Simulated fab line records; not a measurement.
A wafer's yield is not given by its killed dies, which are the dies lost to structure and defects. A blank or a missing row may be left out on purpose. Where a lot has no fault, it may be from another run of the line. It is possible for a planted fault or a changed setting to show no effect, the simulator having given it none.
Which tool did it? ; flow sky130 ; 12 lots, 36 wafers sampled, at 3 steps of a route of 708

## WHAT EACH GAUGE READ, for each wafer
SKY_CAP2M_OVL_MEAS_12. Usual: CAP2M_OVL -0.3 nm, standard deviation 1.3.
lot;measured;on;CAP2M_OVL (nm);flag
L238;day 40 17:47;overlay-01;1.9 -0.1 1.3;
L239;day 40 23:56;overlay-02;-1.3 -2.5 -0.2;
L241;day 41 19:10;overlay-01;-1.7 -0.2 -0.2;
L242;day 42 06:53;overlay-01;-1.6 0.0 1.1;
L244;day 42 17:24;overlay-02;-3.4 -1.5 -1.9;
L245;day 43 01:45;overlay-02;1.9 0.9 2.5;
L248;day 44 04:31;overlay-02;1.8 0.4 0.0;
L252;day 45 08:10;overlay-01;0.3 -1.0 -0.7;
L253;day 45 13:58;overlay-01;-0.6 0.9 0.3;
L257;day 46 09:18;overlay-01;-1.2 -0.5 0.6;
L258;day 46 12:03;overlay-01;1.3 -0.4 0.0;
L259;day 46 17:19;overlay-01;-1.3 -0.3 -1.4;

## WHICH TOOL RAN EACH LOT (tool, then ch and the chambers of the sampled wafers, then the start)
lot;SKY_METAL1_STRIP_20;SKY_METAL4_SPUTTER_00
L238;plasma-asher-01 ch 0,1, day 33 00:26;pvd-sputter-04, day 39 17:32
L239;plasma-asher-03 ch 0,1, day 33 09:25;pvd-sputter-04, day 39 23:40
L241;plasma-asher-03 ch 0,1, day 34 04:18;pvd-sputter-03, day 40 19:37
L242;plasma-asher-03 ch 0, day 34 16:32;pvd-sputter-03, day 41 07:01
L244;plasma-asher-04 ch 0,1, day 35 01:51;pvd-sputter-03, day 41 17:14
L245;plasma-asher-03 ch 0,1, day 35 11:43;pvd-sputter-03, day 42 02:40
L248;plasma-asher-04 ch 0,1, day 36 13:31;pvd-sputter-04, day 43 05:48
L252;plasma-asher-04 ch 0,1, day 37 20:22;pvd-sputter-04, day 44 09:50
L253;plasma-asher-03 ch 0,1, day 38 02:37;pvd-sputter-03, day 44 15:09
L257;plasma-asher-03 ch 0,1, day 39 02:35;pvd-sputter-03, day 45 11:23
L258;plasma-asher-03 ch 0,1, day 39 08:31;pvd-sputter-03, day 45 14:11
L259;plasma-asher-04 ch 0,1, day 39 15:14;pvd-sputter-03, day 45 21:17
- SKY_METAL1_STRIP_20: strips in O2/N2.
- SKY_METAL4_SPUTTER_00: material Ti, target thk 15 nm, time 10 s.

## WHAT THE TOOLS THEMSELVES READ (means of the sampled wafers that have a number; where no wafer has one, the mark that the record gives instead)
SKY_METAL1_STRIP_20. Usual: drypump-motor-current-A 5.8 A, standard deviation 0.53; oes-product-au 0.343 a.u., standard deviation 0.0055; strip-time-to-endpoint-s 2.69 s, standard deviation 0.083.
lot;tool;drypump-motor-current-A (A);oes-product-au (a.u.);strip-time-to-endpoint-s (s);flag
L238;plasma-asher-01;5.5;0.339;2.68;
L239;plasma-asher-03;6.2;0.342;2.68;
L241;plasma-asher-03;6.2;0.346;2.71;
L242;plasma-asher-03;6.2;0.342;2.63;
L244;plasma-asher-04;5.1;0.343;2.70;
L245;plasma-asher-03;6.2;0.339;2.66;
L248;plasma-asher-04;5.4;0.346;2.71;
L252;plasma-asher-04;5.4;0.339;2.62;
L253;plasma-asher-03;6.2;0.344;2.64;
L257;plasma-asher-03;6.2;0.346;2.68;
L258;plasma-asher-03;6.2;0.342;2.73;
L259;plasma-asher-04;5.4;0.347;2.81;

SKY_METAL4_SPUTTER_00. Usual: throttle-valve-pct at 29.6 %, with a standard deviation of 1.1.
lot;tool;throttle-valve-pct (%);flag
L238;pvd-sputter-04;29.7;
L239;pvd-sputter-04;29.7;
L241;pvd-sputter-03;30.4;
L242;pvd-sputter-03;29.4;
L244;pvd-sputter-03;29.3;
L245;pvd-sputter-03;30.2;
L248;pvd-sputter-04;29.3;
L252;pvd-sputter-04;29.5;
L253;pvd-sputter-03;29.5;
L257;pvd-sputter-03;30.3;
L258;pvd-sputter-03;29.2;
L259;pvd-sputter-03;29.0;

## THE ANSWER, worked out from the rows above alone
Rule: a lot counts as off when the mean over its wafers that have a number is more than 3 standard deviations away from the usual mean. A lot without any number at a reading at which 4 lots or more have one is off too. Any other lot the step has rows for is counted as sound. Order of review: gauges by route order, followed by the tools' own readings, for which a lot's mean as printed above is used. At the first step where some lot is off, the reading lying furthest off is the one used; lots without a number count as furthest.
No lot is off at any reading shown: from this, nothing can be told.

## WHAT THE SIMULATOR PUT IN
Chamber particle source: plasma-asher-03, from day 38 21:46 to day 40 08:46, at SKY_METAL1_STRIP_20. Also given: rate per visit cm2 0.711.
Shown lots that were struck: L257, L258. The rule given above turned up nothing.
